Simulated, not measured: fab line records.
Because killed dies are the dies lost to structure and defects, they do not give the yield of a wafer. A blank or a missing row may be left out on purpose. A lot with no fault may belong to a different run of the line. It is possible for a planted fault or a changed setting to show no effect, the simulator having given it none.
fab line records :: flow sfq_line
[record]
  lots = 14
  wafers = 42
  last_day = 75
route steps=325 shown M2@89
lots that met no fault: from a run of the same line without faults
start_h: hours from the record's opening day to when the first of the lot's shown wafers began :: wait_h: hours since the lot's step before :: " identical to the entry in the row above :: L1.1+2: one row covering several wafers at once :: - value missing, or start not given :: * or withheld: withheld :: < > ~ a bound
route shown NAME@n: NAME is a module with steps in the file, n the number in the route of the first one :: usual: mean/standard deviation taken from wafers without a fault :: same: alike in all rows :: chamber/n: place in a boat :: sites: per-site readings :: _std_site: their standard deviation :: _edge_site: mean of outer sites minus mean of inner sites :: radius_mm: for every site, how far away it sits from the centre of the wafer :: mask NAME#n: copy n :: behind: the last tool/chamber to shape the wafer :: hold: what put the lot on hold/how long, in hours/how the hold closed :: device: which transistor (n, p or np) failed to switch :: end of line: the route-end tests of the same wafers :: step lacking rows: just its recipe :: killed: at the first sort, the dies lost to defects and structure; wafer yield is something else :: map: a wafer's dies, x killed, . not, _ none there
set.NAME: the run value of the setting; set.NAME@STEP: its run value at that earlier step :: model.NAME: the simulator's own value behind a step, which no gauge read
the route's steps for a sample of lots (tables are steps, rows are wafers)
services: a tool's chamber out of use, with start hour (start_h, from the record's first day; less than 0 if before it), hours out, and reason
[[steps]]
[step SFQ_TRILAYER_M2_DEP_SPUTTER_055]
[recipe]
  material = Nb
  base_pressure_pa = 1.33e-06
  chamber_pressure_pa = 0.1333
  substrate_temp_c = 20
  resputter_cathode_voltage_v = 400
  target_thk_nm = 200
  power_w = 2000
  time_s = 133.3
[usual]
  cathode_dc_power_W = 1999.9/0.32
  throttle_valve_pct = 30.7/0.86
lot.wafer: L334.3
tool: pvd_sputter-05
chamber: -
start_h: 383.76
wait_h: 0.0
cathode_dc_power_W: 1999.7
throttle_valve_pct: 31.2

lot.wafer: L334.4
tool: pvd_sputter-05
chamber: -
start_h: 383.76
wait_h: 0.0
cathode_dc_power_W: 2000.1
throttle_valve_pct: 29.8

lot.wafer: L334.5
tool: pvd_sputter-05
chamber: -
start_h: 383.76
wait_h: 0.0
cathode_dc_power_W: 2000.1
throttle_valve_pct: 30.8

lot.wafer: L335.4
tool: pvd_sputter-06
chamber: -
start_h: 392.35
wait_h: 0.0
cathode_dc_power_W: 2000.1
throttle_valve_pct: 32.7

lot.wafer: L335.5
tool: pvd_sputter-06
chamber: -
start_h: 392.35
wait_h: 0.0
cathode_dc_power_W: 2000.4
throttle_valve_pct: 32.5

lot.wafer: L335.6
tool: pvd_sputter-06
chamber: -
start_h: 392.35
wait_h: 0.0
cathode_dc_power_W: 2000.3
throttle_valve_pct: 31.3

lot.wafer: L336.1
tool: pvd_sputter-04
chamber: -
start_h: 407.85
wait_h: 0.0
cathode_dc_power_W: 1999.3
throttle_valve_pct: 30.9

lot.wafer: L336.2
tool: pvd_sputter-04
chamber: -
start_h: 407.85
wait_h: 0.0
cathode_dc_power_W: 1999.9
throttle_valve_pct: 29.9

lot.wafer: L336.3
tool: pvd_sputter-04
chamber: -
start_h: 407.85
wait_h: 0.0
cathode_dc_power_W: 2000.1
throttle_valve_pct: 30.0

lot.wafer: L337.1
tool: pvd_sputter-04
chamber: -
start_h: 410.25
wait_h: 0.0
cathode_dc_power_W: 1999.9
throttle_valve_pct: 30.8

lot.wafer: L337.3
tool: pvd_sputter-04
chamber: -
start_h: 410.25
wait_h: 0.0
cathode_dc_power_W: 1999.4
throttle_valve_pct: 30.3

lot.wafer: L337.6
tool: pvd_sputter-04
chamber: -
start_h: 410.25
wait_h: 0.0
cathode_dc_power_W: 2000.1
throttle_valve_pct: 30.0

lot.wafer: L338.1
tool: pvd_sputter-04
chamber: -
start_h: 415.20
wait_h: 0.0
cathode_dc_power_W: 2000.0
throttle_valve_pct: 30.7

lot.wafer: L338.2
tool: pvd_sputter-04
chamber: -
start_h: 415.20
wait_h: 0.0
cathode_dc_power_W: 1999.9
throttle_valve_pct: 29.8

lot.wafer: L338.5
tool: pvd_sputter-04
chamber: -
start_h: 415.20
wait_h: 0.0
cathode_dc_power_W: 2000.0
throttle_valve_pct: 30.0

lot.wafer: L339.2
tool: pvd_sputter-04
chamber: -
start_h: 425.42
wait_h: 0.0
cathode_dc_power_W: 1999.4
throttle_valve_pct: 31.0

lot.wafer: L339.4
tool: pvd_sputter-04
chamber: -
start_h: 425.42
wait_h: 0.0
cathode_dc_power_W: 2000.0
throttle_valve_pct: 29.9

lot.wafer: L339.5
tool: pvd_sputter-04
chamber: -
start_h: 425.42
wait_h: 0.0
cathode_dc_power_W: 1999.8
throttle_valve_pct: 30.9

lot.wafer: L340.2
tool: pvd_sputter-06
chamber: -
start_h: 436.80
wait_h: 0.0
cathode_dc_power_W: 2000.2
throttle_valve_pct: 31.3

lot.wafer: L340.3
tool: pvd_sputter-06
chamber: -
start_h: 436.80
wait_h: 0.0
cathode_dc_power_W: 2000.0
throttle_valve_pct: 32.4

lot.wafer: L340.5
tool: pvd_sputter-06
chamber: -
start_h: 436.80
wait_h: 0.0
cathode_dc_power_W: 2000.2
throttle_valve_pct: 32.7

lot.wafer: L341.3
tool: pvd_sputter-06
chamber: -
start_h: 441.00
wait_h: 0.0
cathode_dc_power_W: 1999.7
throttle_valve_pct: 31.2

lot.wafer: L341.4
tool: pvd_sputter-06
chamber: -
start_h: 441.00
wait_h: 0.0
cathode_dc_power_W: 2000.2
throttle_valve_pct: 32.4

lot.wafer: L341.5
tool: pvd_sputter-06
chamber: -
start_h: 441.00
wait_h: 0.0
cathode_dc_power_W: 1999.9
throttle_valve_pct: 32.4

lot.wafer: L343.1
tool: pvd_sputter-06
chamber: -
start_h: 466.22
wait_h: 0.0
cathode_dc_power_W: 2000.5
throttle_valve_pct: 30.8

lot.wafer: L343.3
tool: pvd_sputter-06
chamber: -
start_h: 466.22
wait_h: 0.0
cathode_dc_power_W: 1999.6
throttle_valve_pct: 32.4

lot.wafer: L343.6
tool: pvd_sputter-06
chamber: -
start_h: 466.22
wait_h: 0.0
cathode_dc_power_W: 1999.6
throttle_valve_pct: 31.3

lot.wafer: L345.1
tool: pvd_sputter-06
chamber: -
start_h: 491.40
wait_h: 0.0
cathode_dc_power_W: 1999.3
throttle_valve_pct: 32.3

lot.wafer: L345.4
tool: pvd_sputter-06
chamber: -
start_h: 491.40
wait_h: 0.0
cathode_dc_power_W: 1999.3
throttle_valve_pct: 31.0

lot.wafer: L345.5
tool: pvd_sputter-06
chamber: -
start_h: 491.40
wait_h: 0.0
cathode_dc_power_W: 2000.0
throttle_valve_pct: 31.1

lot.wafer: L350.2
tool: pvd_sputter-04
chamber: -
start_h: 533.36
wait_h: 0.0
cathode_dc_power_W: 2000.1
throttle_valve_pct: 31.1

lot.wafer: L350.5
tool: pvd_sputter-04
chamber: -
start_h: 533.36
wait_h: 0.0
cathode_dc_power_W: 2000.5
throttle_valve_pct: 30.6

lot.wafer: L350.6
tool: pvd_sputter-04
chamber: -
start_h: 533.36
wait_h: 0.0
cathode_dc_power_W: 2000.4
throttle_valve_pct: 29.6

lot.wafer: L351.1
tool: pvd_sputter-06
chamber: -
start_h: 543.33
wait_h: 0.0
cathode_dc_power_W: 1999.8
throttle_valve_pct: 31.3

lot.wafer: L351.3
tool: pvd_sputter-06
chamber: -
start_h: 543.33
wait_h: 0.0
cathode_dc_power_W: 2000.0
throttle_valve_pct: 32.5

lot.wafer: L351.5
tool: pvd_sputter-06
chamber: -
start_h: 543.33
wait_h: 0.0
cathode_dc_power_W: 1999.9
throttle_valve_pct: 31.3

lot.wafer: L352.2
tool: pvd_sputter-04
chamber: -
start_h: 557.76
wait_h: 0.0
cathode_dc_power_W: 2000.3
throttle_valve_pct: 30.6

lot.wafer: L352.4
tool: pvd_sputter-04
chamber: -
start_h: 557.76
wait_h: 0.0
cathode_dc_power_W: 2000.0
throttle_valve_pct: 29.6

lot.wafer: L352.5
tool: pvd_sputter-04
chamber: -
start_h: 557.76
wait_h: 0.0
cathode_dc_power_W: 1999.4
throttle_valve_pct: 30.8

lot.wafer: L357.1
tool: pvd_sputter-06
chamber: -
start_h: 613.22
wait_h: 0.0
cathode_dc_power_W: 1999.7
throttle_valve_pct: 30.9

lot.wafer: L357.2
tool: pvd_sputter-06
chamber: -
start_h: 613.22
wait_h: 0.0
cathode_dc_power_W: 1999.2
throttle_valve_pct: 31.4

lot.wafer: L357.3
tool: pvd_sputter-06
chamber: -
start_h: 613.22
wait_h: 0.0
cathode_dc_power_W: 2000.5
throttle_valve_pct: 32.5
[step SFQ_M2_RS_MEAS_914]
[recipe]
  thk_meas_gauge = four-point-probe
  reads = Nb_of_TRILAYER_M2_DEP_SPUTTER_055
[usual]
  M2_NB_RS = 0.889/0.0093
lot.wafer: L334.3
tool: film_metro-02
chamber: -
start_h: 383.89
wait_h: 0.1
M2_NB_RS[ohm/sq]: 0.911

lot.wafer: L334.4
tool: film_metro-02
chamber: -
start_h: 383.89
wait_h: 0.1
M2_NB_RS[ohm/sq]: 0.906

lot.wafer: L334.5
tool: film_metro-02
chamber: -
start_h: 383.89
wait_h: 0.1
M2_NB_RS[ohm/sq]: 0.903

lot.wafer: L335.4
tool: film_metro-01
chamber: -
start_h: 392.50
wait_h: 0.1
M2_NB_RS[ohm/sq]: 0.897

lot.wafer: L335.5
tool: film_metro-01
chamber: -
start_h: 392.50
wait_h: 0.1
M2_NB_RS[ohm/sq]: 0.896

lot.wafer: L335.6
tool: film_metro-01
chamber: -
start_h: 392.50
wait_h: 0.1
M2_NB_RS[ohm/sq]: 0.894

lot.wafer: L336.1
tool: film_metro-01
chamber: -
start_h: 407.94
wait_h: 0.0
M2_NB_RS[ohm/sq]: 0.895

lot.wafer: L336.2
tool: film_metro-01
chamber: -
start_h: 407.94
wait_h: 0.0
M2_NB_RS[ohm/sq]: 0.899

lot.wafer: L336.3
tool: film_metro-01
chamber: -
start_h: 407.94
wait_h: 0.0
M2_NB_RS[ohm/sq]: 0.888

lot.wafer: L337.1
tool: film_metro-03
chamber: -
start_h: 410.34
wait_h: 0.0
M2_NB_RS[ohm/sq]: 0.881

lot.wafer: L337.3
tool: film_metro-03
chamber: -
start_h: 410.34
wait_h: 0.0
M2_NB_RS[ohm/sq]: 0.881

lot.wafer: L337.6
tool: film_metro-03
chamber: -
start_h: 410.34
wait_h: 0.0
M2_NB_RS[ohm/sq]: 0.888

lot.wafer: L338.1
tool: film_metro-03
chamber: -
start_h: 415.29
wait_h: 0.0
M2_NB_RS[ohm/sq]: 0.887

lot.wafer: L338.2
tool: film_metro-03
chamber: -
start_h: 415.29
wait_h: 0.0
M2_NB_RS[ohm/sq]: 0.892

lot.wafer: L338.5
tool: film_metro-03
chamber: -
start_h: 415.29
wait_h: 0.0
M2_NB_RS[ohm/sq]: 0.896

lot.wafer: L339.2
tool: film_metro-02
chamber: -
start_h: 425.53
wait_h: 0.1
M2_NB_RS[ohm/sq]: 0.887

lot.wafer: L339.4
tool: film_metro-02
chamber: -
start_h: 425.53
wait_h: 0.1
M2_NB_RS[ohm/sq]: 0.895

lot.wafer: L339.5
tool: film_metro-02
chamber: -
start_h: 425.53
wait_h: 0.1
M2_NB_RS[ohm/sq]: 0.891

lot.wafer: L340.2
tool: film_metro-02
chamber: -
start_h: 436.91
wait_h: 0.1
M2_NB_RS[ohm/sq]: 0.903

lot.wafer: L340.3
tool: film_metro-02
chamber: -
start_h: 436.91
wait_h: 0.1
M2_NB_RS[ohm/sq]: 0.899

lot.wafer: L340.5
tool: film_metro-02
chamber: -
start_h: 436.91
wait_h: 0.1
M2_NB_RS[ohm/sq]: 0.900

lot.wafer: L341.3
tool: film_metro-01
chamber: -
start_h: 441.13
wait_h: 0.1
M2_NB_RS[ohm/sq]: 0.890

lot.wafer: L341.4
tool: film_metro-01
chamber: -
start_h: 441.13
wait_h: 0.1
M2_NB_RS[ohm/sq]: 0.894

lot.wafer: L341.5
tool: film_metro-01
chamber: -
start_h: 441.13
wait_h: 0.1
M2_NB_RS[ohm/sq]: 0.903

lot.wafer: L343.1
tool: film_metro-03
chamber: -
start_h: 466.31
wait_h: 0.0
M2_NB_RS[ohm/sq]: 0.890

lot.wafer: L343.3
tool: film_metro-03
chamber: -
start_h: 466.31
wait_h: 0.0
M2_NB_RS[ohm/sq]: 0.892

lot.wafer: L343.6
tool: film_metro-03
chamber: -
start_h: 466.31
wait_h: 0.0
M2_NB_RS[ohm/sq]: 0.883

lot.wafer: L345.1
tool: film_metro-02
chamber: -
start_h: 491.49
wait_h: 0.0
M2_NB_RS[ohm/sq]: 0.892

lot.wafer: L345.4
tool: film_metro-02
chamber: -
start_h: 491.49
wait_h: 0.0
M2_NB_RS[ohm/sq]: 0.879

lot.wafer: L345.5
tool: film_metro-02
chamber: -
start_h: 491.49
wait_h: 0.0
M2_NB_RS[ohm/sq]: 0.888

lot.wafer: L350.2
tool: film_metro-03
chamber: -
start_h: 533.47
wait_h: 0.1
M2_NB_RS[ohm/sq]: 0.599

lot.wafer: L350.5
tool: film_metro-03
chamber: -
start_h: 533.47
wait_h: 0.1
M2_NB_RS[ohm/sq]: 0.600

lot.wafer: L350.6
tool: film_metro-03
chamber: -
start_h: 533.47
wait_h: 0.1
M2_NB_RS[ohm/sq]: 0.913

lot.wafer: L351.1
tool: film_metro-02
chamber: -
start_h: 543.42
wait_h: 0.0
M2_NB_RS[ohm/sq]: 0.879

lot.wafer: L351.3
tool: film_metro-02
chamber: -
start_h: 543.42
wait_h: 0.0
M2_NB_RS[ohm/sq]: 0.878

lot.wafer: L351.5
tool: film_metro-02
chamber: -
start_h: 543.42
wait_h: 0.0
M2_NB_RS[ohm/sq]: 0.879

lot.wafer: L352.2
tool: film_metro-01
chamber: -
start_h: 557.87
wait_h: 0.1
M2_NB_RS[ohm/sq]: 0.590

lot.wafer: L352.4
tool: film_metro-01
chamber: -
start_h: 557.87
wait_h: 0.1
M2_NB_RS[ohm/sq]: 0.893

lot.wafer: L352.5
tool: film_metro-01
chamber: -
start_h: 557.87
wait_h: 0.1
M2_NB_RS[ohm/sq]: 0.592

lot.wafer: L357.1
tool: film_metro-01
chamber: -
start_h: 613.31
wait_h: 0.0
M2_NB_RS[ohm/sq]: 0.874

lot.wafer: L357.2
tool: film_metro-01
chamber: -
start_h: 613.31
wait_h: 0.0
M2_NB_RS[ohm/sq]: 0.872

lot.wafer: L357.3
tool: film_metro-01
chamber: -
start_h: 613.31
wait_h: 0.0
M2_NB_RS[ohm/sq]: 0.871
[step SFQ_TRILAYER_M2_ETCH_METAL_ETCH_060]
[recipe]
  target = Nb
  stop_on = SiO2
  mask_material = PR
  chemistry = Cl2/Ar
  target_depth_nm = 240
  icp_w = 600
  bias_w = 80
  pressure_mtorr = 10
  time_s = 120
[usual]
  drypump_motor_current_A = 5.84/0.28
  oes_product_au = 0.893/0.0068
  rf_fwd_power_W = 596.3/1.9
[same]
  time_s = 120
lot.wafer: L334.3
tool: rie_metal-01
chamber: 0
start_h: 478.54
wait_h: 0.1
drypump_motor_current_A: 5.76
oes_product_au: 0.892
rf_fwd_power_W: 597.2
rf_hours_counter_h: -

lot.wafer: L334.4
tool: rie_metal-01
chamber: 1
start_h: 478.54
wait_h: 0.1
drypump_motor_current_A: 5.83
oes_product_au: 0.877
rf_fwd_power_W: 596.7
rf_hours_counter_h: -

lot.wafer: L334.5
tool: rie_metal-01
chamber: 0
start_h: 478.54
wait_h: 0.1
drypump_motor_current_A: 5.76
oes_product_au: 0.887
rf_fwd_power_W: 596.3
rf_hours_counter_h: -

lot.wafer: L335.4
tool: rie_metal-04
chamber: 1
start_h: 485.74
wait_h: 0.1
drypump_motor_current_A: 5.36
oes_product_au: 0.888
rf_fwd_power_W: 594.8
rf_hours_counter_h: -

lot.wafer: L335.5
tool: rie_metal-04
chamber: 0
start_h: 485.74
wait_h: 0.1
drypump_motor_current_A: 6.34
oes_product_au: 0.891
rf_fwd_power_W: 594.2
rf_hours_counter_h: -

lot.wafer: L335.6
tool: rie_metal-04
chamber: 1
start_h: 485.74
wait_h: 0.1
drypump_motor_current_A: 5.41
oes_product_au: 0.894
rf_fwd_power_W: 597.2
rf_hours_counter_h: -

lot.wafer: L336.1
tool: rie_metal-03
chamber: 1
start_h: 498.90
wait_h: 0.0
drypump_motor_current_A: 5.97
oes_product_au: 0.889
rf_fwd_power_W: 596.4
rf_hours_counter_h: 170

lot.wafer: L336.2
tool: rie_metal-03
chamber: 0
start_h: 498.90
wait_h: 0.0
drypump_motor_current_A: 5.86
oes_product_au: 0.887
rf_fwd_power_W: 595.6
rf_hours_counter_h: 132

lot.wafer: L336.3
tool: rie_metal-03
chamber: 0
start_h: 498.90
wait_h: 0.0
drypump_motor_current_A: 5.87
oes_product_au: 0.894
rf_fwd_power_W: 598.8
rf_hours_counter_h: -

lot.wafer: L337.1
tool: rie_metal-04
chamber: 1
start_h: 502.50
wait_h: 0.0
drypump_motor_current_A: 5.37
oes_product_au: 0.895
rf_fwd_power_W: 594.6
rf_hours_counter_h: 173

lot.wafer: L337.3
tool: rie_metal-04
chamber: 1
start_h: 502.50
wait_h: 0.0
drypump_motor_current_A: 5.42
oes_product_au: 0.896
rf_fwd_power_W: 596.7
rf_hours_counter_h: -

lot.wafer: L337.6
tool: rie_metal-04
chamber: 1
start_h: 502.50
wait_h: 0.0
drypump_motor_current_A: 5.41
oes_product_au: 0.889
rf_fwd_power_W: 596.2
rf_hours_counter_h: -

lot.wafer: L338.1
tool: rie_metal-01
chamber: 1
start_h: 507.30
wait_h: 0.0
drypump_motor_current_A: 5.87
oes_product_au: 0.898
rf_fwd_power_W: 595.8
rf_hours_counter_h: 72

lot.wafer: L338.2
tool: rie_metal-01
chamber: 0
start_h: 507.30
wait_h: 0.0
drypump_motor_current_A: 5.77
oes_product_au: 0.892
rf_fwd_power_W: 598.4
rf_hours_counter_h: 103

lot.wafer: L338.5
tool: rie_metal-01
chamber: 1
start_h: 507.30
wait_h: 0.0
drypump_motor_current_A: 5.88
oes_product_au: 0.887
rf_fwd_power_W: 593.8
rf_hours_counter_h: -

lot.wafer: L339.2
tool: rie_metal-04
chamber: 0
start_h: 520.50
wait_h: 0.0
drypump_motor_current_A: 6.42
oes_product_au: 0.892
rf_fwd_power_W: 597.8
rf_hours_counter_h: 33

lot.wafer: L339.4
tool: rie_metal-04
chamber: 0
start_h: 520.50
wait_h: 0.0
drypump_motor_current_A: 6.38
oes_product_au: 0.893
rf_fwd_power_W: 594.6
rf_hours_counter_h: -

lot.wafer: L339.5
tool: rie_metal-04
chamber: 1
start_h: 520.50
wait_h: 0.0
drypump_motor_current_A: 5.46
oes_product_au: 0.891
rf_fwd_power_W: 597.0
rf_hours_counter_h: -

lot.wafer: L340.2
tool: rie_metal-01
chamber: 1
start_h: 536.06
wait_h: 0.0
drypump_motor_current_A: 5.86
oes_product_au: 0.875
rf_fwd_power_W: 594.8
rf_hours_counter_h: 77

lot.wafer: L340.3
tool: rie_metal-01
chamber: 0
start_h: 536.06
wait_h: 0.0
drypump_motor_current_A: 5.73
oes_product_au: 0.890
rf_fwd_power_W: 598.1
rf_hours_counter_h: -

lot.wafer: L340.5
tool: rie_metal-01
chamber: 0
start_h: 536.06
wait_h: 0.0
drypump_motor_current_A: 5.75
oes_product_au: 0.883
rf_fwd_power_W: 595.0
rf_hours_counter_h: -

lot.wafer: L341.3
tool: rie_metal-03
chamber: 0
start_h: 539.80
wait_h: 0.1
drypump_motor_current_A: 5.84
oes_product_au: 0.893
rf_fwd_power_W: 595.0
rf_hours_counter_h: -

lot.wafer: L341.4
tool: rie_metal-03
chamber: 0
start_h: 539.80
wait_h: 0.1
drypump_motor_current_A: 5.87
oes_product_au: 0.891
rf_fwd_power_W: 596.4
rf_hours_counter_h: -

lot.wafer: L341.5
tool: rie_metal-03
chamber: 0
start_h: 539.80
wait_h: 0.1
drypump_motor_current_A: 5.80
oes_product_au: 0.885
rf_fwd_power_W: 593.7
rf_hours_counter_h: -

lot.wafer: L343.1
tool: rie_metal-01
chamber: 1
start_h: 569.83
wait_h: 0.0
drypump_motor_current_A: 5.85
oes_product_au: 0.891
rf_fwd_power_W: 596.1
rf_hours_counter_h: 84

lot.wafer: L343.3
tool: rie_metal-01
chamber: 1
start_h: 569.83
wait_h: 0.0
drypump_motor_current_A: 5.84
oes_product_au: 0.886
rf_fwd_power_W: 599.9
rf_hours_counter_h: -

lot.wafer: L343.6
tool: rie_metal-01
chamber: 1
start_h: 569.83
wait_h: 0.0
drypump_motor_current_A: 5.83
oes_product_au: 0.903
rf_fwd_power_W: 598.4
rf_hours_counter_h: -

lot.wafer: L345.1
tool: rie_metal-03
chamber: 1
start_h: 600.70
wait_h: 0.1
drypump_motor_current_A: 5.93
oes_product_au: 0.894
rf_fwd_power_W: 596.6
rf_hours_counter_h: 11

lot.wafer: L345.4
tool: rie_metal-03
chamber: 1
start_h: 600.70
wait_h: 0.1
drypump_motor_current_A: 5.96
oes_product_au: 0.906
rf_fwd_power_W: 596.3
rf_hours_counter_h: -

lot.wafer: L345.5
tool: rie_metal-03
chamber: 1
start_h: 600.70
wait_h: 0.1
drypump_motor_current_A: 5.94
oes_product_au: 0.892
rf_fwd_power_W: 597.6
rf_hours_counter_h: -

lot.wafer: L350.2
tool: rie_metal-01
chamber: 1
start_h: 637.88
wait_h: 0.0
drypump_motor_current_A: 5.85
oes_product_au: 0.980
rf_fwd_power_W: 595.2
rf_hours_counter_h: 95

lot.wafer: L350.5
tool: rie_metal-01
chamber: 0
start_h: 637.88
wait_h: 0.0
drypump_motor_current_A: 5.76
oes_product_au: 0.997
rf_fwd_power_W: 599.4
rf_hours_counter_h: -

lot.wafer: L350.6
tool: rie_metal-01
chamber: 1
start_h: 637.88
wait_h: 0.0
drypump_motor_current_A: 5.84
oes_product_au: 0.880
rf_fwd_power_W: 597.2
rf_hours_counter_h: -

lot.wafer: L351.1
tool: rie_metal-03
chamber: 1
start_h: 648.68
wait_h: 0.0
drypump_motor_current_A: 5.95
oes_product_au: 0.900
rf_fwd_power_W: 598.2
rf_hours_counter_h: 20

lot.wafer: L351.3
tool: rie_metal-03
chamber: 1
start_h: 648.68
wait_h: 0.0
drypump_motor_current_A: 5.94
oes_product_au: 0.899
rf_fwd_power_W: 596.8
rf_hours_counter_h: -

lot.wafer: L351.5
tool: rie_metal-03
chamber: 0
start_h: 648.68
wait_h: 0.0
drypump_motor_current_A: 5.88
oes_product_au: 0.894
rf_fwd_power_W: 593.5
rf_hours_counter_h: -

lot.wafer: L352.2
tool: rie_metal-03
chamber: 1
start_h: 661.88
wait_h: 0.0
drypump_motor_current_A: 5.97
oes_product_au: 0.990
rf_fwd_power_W: 596.6
rf_hours_counter_h: 23

lot.wafer: L352.4
tool: rie_metal-03
chamber: 0
start_h: 661.88
wait_h: 0.0
drypump_motor_current_A: 5.85
oes_product_au: 0.892
rf_fwd_power_W: 593.0
rf_hours_counter_h: -

lot.wafer: L352.5
tool: rie_metal-03
chamber: 0
start_h: 661.88
wait_h: 0.0
drypump_motor_current_A: 5.88
oes_product_au: 1.001
rf_fwd_power_W: 593.8
rf_hours_counter_h: -

lot.wafer: L357.1
tool: rie_metal-04
chamber: 1
start_h: 720.23
wait_h: 0.0
drypump_motor_current_A: 5.46
oes_product_au: 0.906
rf_fwd_power_W: 599.5
rf_hours_counter_h: 29

lot.wafer: L357.2
tool: rie_metal-04
chamber: 0
start_h: 720.23
wait_h: 0.0
drypump_motor_current_A: 6.38
oes_product_au: 0.915
rf_fwd_power_W: 594.2
rf_hours_counter_h: 68

lot.wafer: L357.3
tool: rie_metal-04
chamber: 0
start_h: 720.23
wait_h: 0.0
drypump_motor_current_A: 6.35
oes_product_au: 0.902
rf_fwd_power_W: 594.6
rf_hours_counter_h: -
[[services]]
tool: pvd_sputter-06
chamber: -
start_h: 388.16
hours: 3.8
kind: repair

tool: pvd_sputter-06
chamber: -
start_h: 394.80
hours: 20.7
kind: repair

tool: rie_metal-04
chamber: -
start_h: 422.13
hours: 2.8
kind: pm

tool: rie_metal-01
chamber: 0
start_h: 433.15
hours: 4.7
kind: repair

tool: rie_metal-01
chamber: -
start_h: 440.11
hours: 0.6
kind: repair

tool: rie_metal-01
chamber: -
start_h: 447.64
hours: 0.7
kind: repair

tool: pvd_sputter-05
chamber: -
start_h: 474.42
hours: 1.3
kind: repair

tool: rie_metal-03
chamber: -
start_h: 483.34
hours: 2.8
kind: pm

tool: rie_metal-03
chamber: 1
start_h: 506.63
hours: 8.8
kind: repair

tool: rie_metal-04
chamber: 0
start_h: 521.61
hours: 29.2
kind: repair

tool: pvd_sputter-06
chamber: -
start_h: 523.67
hours: 14.8
kind: repair

tool: rie_metal-04
chamber: -
start_h: 525.75
hours: 1.4
kind: pm

tool: rie_metal-03
chamber: 1
start_h: 531.93
hours: -
kind: clean

tool: rie_metal-03
chamber: 1
start_h: 531.93
hours: 14.7
kind: scheduled_down

tool: pvd_sputter-05
chamber: -
start_h: 538.05
hours: 2.5
kind: repair

tool: pvd_sputter-04
chamber: -
start_h: 562.56
hours: 8.5
kind: repair

tool: pvd_sputter-05
chamber: -
start_h: 580.81
hours: 1.3
kind: repair

tool: pvd_sputter-04
chamber: 2
start_h: 602.44
hours: -
kind: consumable_replace:kit

tool: pvd_sputter-04
chamber: 2
start_h: 602.44
hours: 18.0
kind: scheduled_down

tool: pvd_sputter-04
chamber: 2
start_h: 602.44
hours: 18.0
kind: vent_cycle

tool: pvd_sputter-04
chamber: -
start_h: 605.12
hours: 2.1
kind: repair

tool: pvd_sputter-04
chamber: -
start_h: 605.88
hours: 4.8
kind: repair

tool: pvd_sputter-06
chamber: -
start_h: 616.03
hours: 2.8
kind: repair

tool: rie_metal-01
chamber: -
start_h: 621.76
hours: 5.8
kind: repair
[[key]]
[first_sign]
  step = SFQ_M2_RS_MEAS_914
  reading = M2_NB_RS
  direction = down
  sigmas = 32
  usual = 0.889
  struck = 0.595
[effect]
  step = SFQ_TRILAYER_M2_ETCH_METAL_ETCH_060
  reading = oes_product_au
  direction = up
  sigmas = 15
  usual = 0.893
  struck = 0.992
met_at SFQ_TRILAYER_M2_DEP_SPUTTER_055
struck_lots L350,L352
struck_wafers L350.2,L350.5,L352.2,L352.5
onset_between 425.42 533.36
[fault]
  kind = process_parameter_drift
  tool = pvd_sputter-04
  chamber = -
  onset_h = 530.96
  steps = SFQ_TRILAYER_M2_DEP_SPUTTER_055
  channel = target_thk_nm
  offset = 98.479
  shape = step
  end_h = 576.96
  acts_in = these_recipes_only
  stated = 200
  scope = struck_wafers_only
